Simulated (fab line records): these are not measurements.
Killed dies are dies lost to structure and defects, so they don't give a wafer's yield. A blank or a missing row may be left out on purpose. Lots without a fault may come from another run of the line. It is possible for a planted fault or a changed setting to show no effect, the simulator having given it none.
fab line records	flow gf180mcu
[record] lots = 12	wafers = 36	last-day = 34
route steps=602 shown HV_LDD@185 CONTACT@309 M1@330 V1@356
lots untouched by any fault: they come from a run of this same line in which no faults occurred
start-h: hours from the record's first day to the start of the lot's first wafer shown	wait-h: hours elapsed since this lot's preceding step	" the same as in the row above	L1.1+2: one row covering several wafers at once	- either no value or no given start	* or withheld: withheld	< > ~ a bound
route shown NAME@n: a module of which the file shows steps, and the number in the route of the first	usual: average and standard deviation across the fault-free wafers	same: alike in all rows	chamber/n: place in a boat	sites: the reading at each site	_std_site: standard deviation of those values	_edge_site: inner sites' mean taken away from outer sites' mean	radius-mm: for every site, how far away it sits from the centre of the wafer	mask NAME#n: copy n	behind: the last tool/chamber to shape the wafer	hold: why the lot was held/for how many hours/how that ended	device: the n, p or np transistor that did not switch	end of line: tests of these same wafers at the route's end	for a step that has no rows: nothing shown but its recipe	killed: the dies lost at the first sort to structure and to defects; this is not the yield of the wafer	map: shows each die of a wafer: x if killed, . if not, _ if none is there
set.NAME: the setting as run; set.NAME@STEP: as run at that earlier step	model.NAME: the simulator's own value behind a step, which no gauge read
a sample of lots followed through the steps of the route, with each step as a table and each wafer as a row
services: from which hour (start-h, from the record's first day; less than 0 if before it) a tool's chamber was out of use, for how many hours, and why
[[steps]]
[step GF_HV_LDD_IMPLANT_09]
[recipe] species = As	energy-kev = 40	dose-cm2 = 1e+14	tilt-deg = 7
[usual] dose-ions-cm2 = 1.0001e+14/1.1e+11	faraday-current-uA = 564/11
lot.wafer	tool	chamber	start-h	wait-h	dose-ions-cm2	faraday-current-uA
L468.2	implanter-04	0	214.33	0.0	9.998e+13	558
L468.3	"	0	"	"	9.981e+13	568
L468.6	"	0	"	"	1.0017e+14	566
L469.1	implanter-04	0	222.45	0.0	1e+14	576
L469.2	"	0	"	"	9.996e+13	557
L469.3	"	0	"	"	1.0025e+14	589
L470.2	implanter-02	0	233.28	0.0	1.0013e+14	555
L470.3	"	0	"	"	9.998e+13	567
L470.6	"	0	"	"	9.998e+13	564
L475.1	implanter-02	0	268.25	0.0	8.348e+13	466
L475.2	"	0	"	"	8.355e+13	487
L475.6	"	0	"	"	8.344e+13	467
L476.2	implanter-02	0	276.03	0.0	8.336e+13	473
L476.4	"	0	"	"	8.359e+13	479
L476.6	"	0	"	"	8.354e+13	475
L479.1	implanter-04	0	296.10	0.0	1.0003e+14	566
L479.3	"	0	"	"	9.991e+13	543
L479.6	"	0	"	"	9.988e+13	558
L481.2	implanter-03	0	316.13	0.0	1.0004e+14	587
L481.4	"	0	"	"	1.002e+14	565
L481.6	"	0	"	"	1.0004e+14	576
L483.1	implanter-04	0	329.05	0.0	1.0002e+14	557
L483.2	"	0	"	"	1.0008e+14	582
L483.5	"	0	"	"	1.0002e+14	571
L487.1	implanter-03	0	361.42	0.0	9.997e+13	564
L487.3	"	0	"	"	1.0007e+14	567
L487.5	"	0	"	"	9.995e+13	556
L488.2	implanter-04	0	367.25	0.0	1.0019e+14	553
L488.4	"	0	"	"	1.0002e+14	549
L488.5	"	0	"	"	9.996e+13	577
L489.2	implanter-04	0	374.73	0.0	9.974e+13	577
L489.3	"	0	"	"	1.0008e+14	550
L489.5	"	0	"	"	1.0002e+14	549
L490.1	implanter-03	0	377.71	0.0	9.989e+13	551
L490.3	"	0	"	"	9.982e+13	563
L490.5	"	0	"	"	1.0008e+14	565
[step GF_HV_LDD_TW_MEAS_11]
[usual] HV_LDD_TW = 2404/25
lot.wafer	tool	chamber	start-h	wait-h	hold	HV_LDD_TW
L468.2	film-metro-02	-	214.56	0.1	-	2384
L468.3	"	-	"	"	-	2369
L468.6	"	-	"	"	-	2382
L469.1	film-metro-04	-	222.70	0.1	-	2425
L469.2	"	-	"	"	-	2425
L469.3	"	-	"	"	-	2442
L470.2	film-metro-01	-	233.51	0.1	-	2410
L470.3	"	-	"	"	-	2402
L470.6	"	-	"	"	-	2397
L475.1	film-metro-01	-	268.50	0.1	await-dispo/0.2h/release	2296
L475.2	"	-	"	"	await-dispo/0.2h/release	2288
L475.6	"	-	"	"	await-dispo/0.2h/release	2287
L475.1	film-metro-01	-	268.84	0.3	-	2296
L475.2	"	-	"	"	-	2285
L475.6	"	-	"	"	-	2301
L476.2	film-metro-01	-	276.26	0.1	await-dispo/0.2h/release	2285
L476.4	"	-	"	"	await-dispo/0.2h/release	2285
L476.6	"	-	"	"	await-dispo/0.2h/release	2283
L476.2	film-metro-01	-	276.51	0.2	-	2281
L476.4	"	-	"	"	-	2294
L476.6	"	-	"	"	-	2270
L479.1	film-metro-04	-	296.35	0.1	-	2437
L479.3	"	-	"	"	-	2440
L479.6	"	-	"	"	-	2427
L481.2	film-metro-01	-	316.37	0.1	-	2408
L481.4	"	-	"	"	-	2408
L481.6	"	-	"	"	-	2407
L483.1	film-metro-02	-	329.30	0.1	-	2398
L483.2	"	-	"	"	-	2377
L483.5	"	-	"	"	-	2378
L487.1	film-metro-02	-	361.67	0.1	-	2380
L487.3	"	-	"	"	-	2369
L487.5	"	-	"	"	-	2378
L488.2	film-metro-02	-	367.48	0.1	-	2376
L488.4	"	-	"	"	-	2379
L488.5	"	-	"	"	-	2374
L489.2	film-metro-02	-	374.98	0.1	-	2379
L489.3	"	-	"	"	-	2378
L489.5	"	-	"	"	-	2376
L490.1	film-metro-01	-	377.96	0.1	-	2420
L490.3	"	-	"	"	-	2417
L490.5	"	-	"	"	-	2418
[step GF_HV_LDD_RS_MEAS_53]
[recipe] thk-meas-gauge = four-point-probe
[usual] HV_LDD_RS = 418.6/0.96
lot.wafer	tool	chamber	start-h	wait-h	hold	HV_LDD_RS[ohm/sq]
L468.2	film-metro-04	-	272.38	0.1	-	419.1
L468.3	"	-	"	"	-	418.9
L468.6	"	-	"	"	-	418.5
L469.1	film-metro-04	-	280.70	0.1	-	419.6
L469.2	"	-	"	"	-	419.5
L469.3	"	-	"	"	-	420.1
L470.2	film-metro-04	-	291.96	0.1	-	419.8
L470.3	"	-	"	"	-	418.3
L470.6	"	-	"	"	-	418.8
L475.1	film-metro-04	-	329.78	0.1	await-dispo/0.2h/release	449.4
L475.2	"	-	"	"	await-dispo/0.2h/release	450.8
L475.6	"	-	"	"	await-dispo/0.2h/release	451.1
L475.1	film-metro-04	-	330.23	0.4	-	449.7
L475.2	"	-	"	"	-	451.4
L475.6	"	-	"	"	-	451.5
L476.2	film-metro-02	-	338.73	0.1	await-dispo/0.2h/release	453.7
L476.4	"	-	"	"	await-dispo/0.2h/release	452.0
L476.6	"	-	"	"	await-dispo/0.2h/release	451.8
L476.2	film-metro-02	-	339.02	0.3	-	453.3
L476.4	"	-	"	"	-	452.9
L476.6	"	-	"	"	-	451.8
L479.1	film-metro-02	-	359.63	0.1	-	418.4
L479.3	"	-	"	"	-	418.1
L479.6	"	-	"	"	-	418.3
L481.2	film-metro-02	-	381.62	0.1	-	418.5
L481.4	"	-	"	"	-	420.1
L481.6	"	-	"	"	-	419.4
L483.1	film-metro-01	-	397.43	0.1	-	419.4
L483.2	"	-	"	"	-	420.0
L483.5	"	-	"	"	-	421.2
L487.1	film-metro-04	-	433.05	0.1	-	418.9
L487.3	"	-	"	"	-	420.3
L487.5	"	-	"	"	-	419.3
L488.2	film-metro-01	-	438.67	0.1	-	418.4
L488.4	"	-	"	"	-	417.6
L488.5	"	-	"	"	-	419.9
L489.2	film-metro-04	-	446.22	0.1	-	419.6
L489.3	"	-	"	"	-	418.4
L489.5	"	-	"	"	-	419.8
L490.1	film-metro-02	-	462.08	0.1	-	417.3
L490.3	"	-	"	"	-	417.5
L490.5	"	-	"	"	-	417.7
[step GF_CONTACT_SPUTTER_22]
[recipe] material = Ti	target-thk-nm = 15	chamber-pressure-pa = 5	power-w = 2500	substrate-temp-c = 200	time-s = 80.02
[usual] chamber-pressure-pa = 4.998/0.01	throttle-valve-pct = 30.3/0.86
lot.wafer	tool	chamber	start-h	wait-h	chamber-pressure-pa	throttle-valve-pct
L468.2	pvd-sputter-01	-	360.49	0.0	4.990	30.8
L468.3	"	-	"	"	5.002	30.7
L468.6	"	-	"	"	4.993	30.2
L469.1	pvd-sputter-04	-	369.66	0.0	4.981	30.9
L469.2	"	-	"	"	4.988	29.6
L469.3	"	-	"	"	5.006	29.7
L470.2	pvd-sputter-01	-	381.66	0.0	4.987	30.7
L470.3	"	-	"	"	5.021	31.0
L470.6	"	-	"	"	4.984	29.6
L475.1	pvd-sputter-04	-	425.03	0.0	4.994	28.8
L475.2	"	-	"	"	5.016	29.8
L475.6	"	-	"	"	5.009	29.7
L476.2	pvd-sputter-04	-	435.83	0.0	5.005	28.4
L476.4	"	-	"	"	5.011	29.3
L476.6	"	-	"	"	5.009	29.8
L479.1	pvd-sputter-02	-	459.62	0.0	5.000	30.0
L479.3	"	-	"	"	5.012	30.6
L479.6	"	-	"	"	5.002	32.5
L481.2	pvd-sputter-01	-	483.51	0.0	4.997	30.8
L481.4	"	-	"	"	4.981	30.4
L481.6	"	-	"	"	5.004	30.7
L483.1	pvd-sputter-04	-	497.28	0.0	4.995	29.6
L483.2	"	-	"	"	5.000	28.5
L483.5	"	-	"	"	4.992	28.6
L487.1	pvd-sputter-01	-	535.27	0.0	4.999	30.8
L487.3	"	-	"	"	5.005	30.3
L487.5	"	-	"	"	5.003	31.0
L488.2	pvd-sputter-01	-	540.63	0.0	4.992	30.7
L488.4	"	-	"	"	4.995	30.5
L488.5	"	-	"	"	4.990	30.3
L489.2	pvd-sputter-01	-	544.62	0.0	5.003	30.9
L489.3	"	-	"	"	5.004	29.7
L489.5	"	-	"	"	5.016	29.6
L490.1	pvd-sputter-01	-	563.31	0.0	5.004	30.5
L490.3	"	-	"	"	4.993	30.7
L490.5	"	-	"	"	5.001	31.0
[step GF_M1_OVL_MEAS_15]
[usual] M1_OVL = 4/5.8
lot.wafer	tool	chamber	start-h	wait-h	M1_OVL[nm]
L468.2	overlay-01	-	383.57	0.1	7
L468.3	"	-	"	"	9
L468.6	"	-	"	"	10
L469.1	overlay-01	-	392.61	0.1	2
L469.2	"	-	"	"	8
L469.3	"	-	"	"	-3
L470.2	overlay-02	-	406.03	0.1	6
L470.3	"	-	"	"	-1
L470.6	"	-	"	"	8
L475.1	overlay-01	-	450.46	0.1	-9
L475.2	"	-	"	"	-6
L475.6	"	-	"	"	-4
L476.2	overlay-01	-	460.76	0.1	1
L476.4	"	-	"	"	9
L476.6	"	-	"	"	5
L479.1	overlay-01	-	484.22	0.1	4
L479.3	"	-	"	"	3
L479.6	"	-	"	"	8
L481.2	overlay-02	-	508.17	0.1	12
L481.4	"	-	"	"	16
L481.6	"	-	"	"	16
L483.1	overlay-01	-	521.41	0.1	9
L483.2	"	-	"	"	10
L483.5	"	-	"	"	12
L487.1	overlay-01	-	558.42	0.1	11
L487.3	"	-	"	"	9
L487.5	"	-	"	"	7
L488.2	overlay-02	-	564.46	0.1	11
L488.4	"	-	"	"	10
L488.5	"	-	"	"	-2
L489.2	overlay-01	-	567.87	0.1	7
L489.3	"	-	"	"	4
L489.5	"	-	"	"	0
L490.1	overlay-01	-	586.05	0.1	1
L490.3	"	-	"	"	-1
L490.5	"	-	"	"	1
[step GF_V1_SPUTTER_21]
[recipe] material = Ti	target-thk-nm = 15	chamber-pressure-pa = 5	power-w = 2500	substrate-temp-c = 200	time-s = 80.02
[usual] chamber-pressure-pa = 5.001/0.01	throttle-valve-pct = 30.0/0.85
lot.wafer	tool	chamber	start-h	wait-h	chamber-pressure-pa	throttle-valve-pct
L468.2	pvd-sputter-03	-	409.87	0.0	4.999	28.7
L468.3	"	-	"	"	5.018	29.4
L468.6	"	-	"	"	5.007	29.1
L469.1	pvd-sputter-03	-	417.83	0.0	4.994	30.6
L469.2	"	-	"	"	4.993	30.6
L469.3	"	-	"	"	5.001	28.8
L470.2	pvd-sputter-01	-	431.64	0.0	4.991	30.5
L470.3	"	-	"	"	5.012	29.8
L470.6	"	-	"	"	4.997	30.4
L475.1	pvd-sputter-04	-	476.34	0.0	4.990	28.6
L475.2	"	-	"	"	5.003	31.1
L475.6	"	-	"	"	4.981	30.9
L476.2	pvd-sputter-04	-	486.97	0.0	4.993	28.6
L476.4	"	-	"	"	5.011	29.8
L476.6	"	-	"	"	5.014	29.8
L479.1	pvd-sputter-04	-	510.15	0.0	4.997	28.6
L479.3	"	-	"	"	5.002	31.1
L479.6	"	-	"	"	5.018	31.0
L481.2	pvd-sputter-04	-	533.76	0.0	4.998	29.4
L481.4	"	-	"	"	4.982	28.5
L481.6	"	-	"	"	5.004	31.0
L483.1	pvd-sputter-04	-	546.60	0.0	5.020	28.5
L483.2	"	-	"	"	5.010	29.4
L483.5	"	-	"	"	5.011	28.5
L487.1	pvd-sputter-04	-	582.28	0.0	5.004	31.0
L487.3	"	-	"	"	4.993	29.3
L487.5	"	-	"	"	5.010	29.5
L488.2	pvd-sputter-01	-	588.01	0.0	4.981	30.3
L488.4	"	-	"	"	5.006	31.0
L488.5	"	-	"	"	4.997	30.6
L489.2	pvd-sputter-04	-	591.66	0.0	5.006	29.3
L489.3	"	-	"	"	4.990	28.7
L489.5	"	-	"	"	5.008	29.1
L490.1	pvd-sputter-03	-	608.67	0.0	4.994	30.6
L490.3	"	-	"	"	5.005	30.2
L490.5	"	-	"	"	5.013	30.5
[[services]]
tool	chamber	start-h	hours	kind
implanter-03	-	207.21	2.0	pm
implanter-02	-	215.12	1.7	repair
implanter-04	-	226.02	1.2	repair
implanter-04	-	227.98	5.7	repair
pvd-sputter-04	-	239.34	8.0	repair
implanter-03	-	332.23	4.8	repair
pvd-sputter-02	-	354.71	1.0	repair
pvd-sputter-02	-	358.11	2.9	repair
implanter-02	-	360.42	3.8	repair
implanter-04	-	361.79	4.8	repair
pvd-sputter-04	-	366.26	2.0	repair
implanter-03	-	400.99	3.4	repair
implanter-04	-	401.02	3.4	pm
implanter-03	-	416.39	7.5	repair
implanter-04	-	426.14	6.3	repair
implanter-02	-	434.04	1.5	repair
pvd-sputter-03	-	456.52	110.0	repair
implanter-03	-	530.13	4.3	pm
pvd-sputter-01	-	530.86	3.7	repair
pvd-sputter-04	-	543.65	1.7	repair
implanter-04	-	572.98	5.6	pm
implanter-04	-	591.28	4.2	repair
pvd-sputter-02	-	592.74	2.0	repair
implanter-02	-	601.63	3.3	repair
[[key]]
[first-sign] step = GF_HV_LDD_IMPLANT_09	reading = dose-ions-cm2	direction = down	sigmas = 99+	usual = 1.0001e+14	struck = 8.349e+13
[effect] step = GF_HV_LDD_IMPLANT_09	reading = faraday-current-uA	direction = down	sigmas = 8	usual = 564	struck = 475
[effect] step = GF_HV_LDD_TW_MEAS_11	reading = visit	direction = added
[effect] step = GF_HV_LDD_RS_MEAS_53	reading = HV_LDD_RS	direction = up	sigmas = 34	usual = 418.6	struck = 451.5
met-at GF_HV_LDD_IMPLANT_09
struck-lots L475,L476
tester-left-out L475,L476
not-acting-at GF_CONTACT_SPUTTER_22,GF_M1_OVL_MEAS_15,GF_V1_SPUTTER_21
onset-between 233.28 268.25
[fault] kind = process-parameter-drift	tool = implanter-02	chamber = -	onset-h = 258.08	steps = GF_HV_LDD_IMPLANT_09	channel = dose-cm2	offset = -1.6493e+13	shape = step	end-h = 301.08	acts-in = these-recipes-only	stated = 1e+14
// tester-left-out: of these lots the tester's yield and bins aren't shown, on N5 and GAA mostly nor the transistor test; their killed dies are dies lost to structure and defects alone, not to doping, threshold or leakage, so they don't give the yield
